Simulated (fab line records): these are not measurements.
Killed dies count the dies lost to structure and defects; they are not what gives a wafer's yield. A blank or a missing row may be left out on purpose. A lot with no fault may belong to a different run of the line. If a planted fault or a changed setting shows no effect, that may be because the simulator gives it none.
The tool behind it: which one? ; flow sky130 ; 42 wafers sampled from 14 lots at 1 step of a route of 708

WHAT THE GAUGES READ, wafer by wafer
SKY_VIA4_OVL_MEAS_11.
lot;measured;on;VIA4_OVL (nm)
L413;day 43 17:29;overlay-02;-1.4 -0.2 -2.2
L414;day 44 00:40;overlay-02;-1.4 1.7 -1.4
L415;day 44 07:22;overlay-01;2.2 1.6 2.2
L416;day 44 14:32;overlay-02;2.4 0.6 1.2
L417;day 44 20:49;overlay-01;0.1 2.0 2.2
L418;day 45 10:26;overlay-01;1.4 -0.2 1.2
L419;day 45 13:44;overlay-02;-0.9 -2.1 -0.2
L421;day 45 16:32;overlay-02;-2.3 -1.6 -1.0
L422;day 46 02:26;overlay-01;2.1 0.3 0.0
L423;day 46 11:04;overlay-02;-1.0 -0.3 -0.3
L425;day 46 20:38;overlay-02;-0.3 1.3 1.5
L430;day 48 11:02;overlay-01;-0.8 -1.9 -2.2
L431;day 48 12:08;overlay-01;1.6 0.3 1.2
L433;day 48 16:43;overlay-01;0.3 1.3 2.1

TOOL THAT RAN EACH LOT (tool first, then ch and the chambers of the sampled wafers, then the start)
Before these readings, the record contains no process step.

AS READ BY THE TOOLS THEMSELVES (means over the sampled wafers that have a number; for cases with no such wafer, the mark the record gives instead)
The record holds no such reading with a usual standard deviation.

THE ANSWER, worked out from the rows above alone
Rule: what is usual is taken from the lots themselves. The widest of any qualifying gaps counts: lots, ordered by their means at a reading, are off when they make up no more than a third of the lots, leave a main group of 4 or more, and stand apart from it by 3 or more times the standard deviation of that group's means. The tables above print the reading to a certain number of digits; a main group whose means all agree to those digits is not used. A lot without any number at a reading at which 4 lots or more have one is off too. Any other lot the step has rows for is counted as sound. Order of review: gauges by route order, followed by the tools' own readings, for which a lot's mean as printed above is used. The first step at which some lot is off is used, and at that step the reading that is off furthest; a lot without a number counts as furthest.
No lot is off at any reading shown: from this, nothing can be told.

WHAT HAD BEEN PUT IN BY THE SIMULATOR
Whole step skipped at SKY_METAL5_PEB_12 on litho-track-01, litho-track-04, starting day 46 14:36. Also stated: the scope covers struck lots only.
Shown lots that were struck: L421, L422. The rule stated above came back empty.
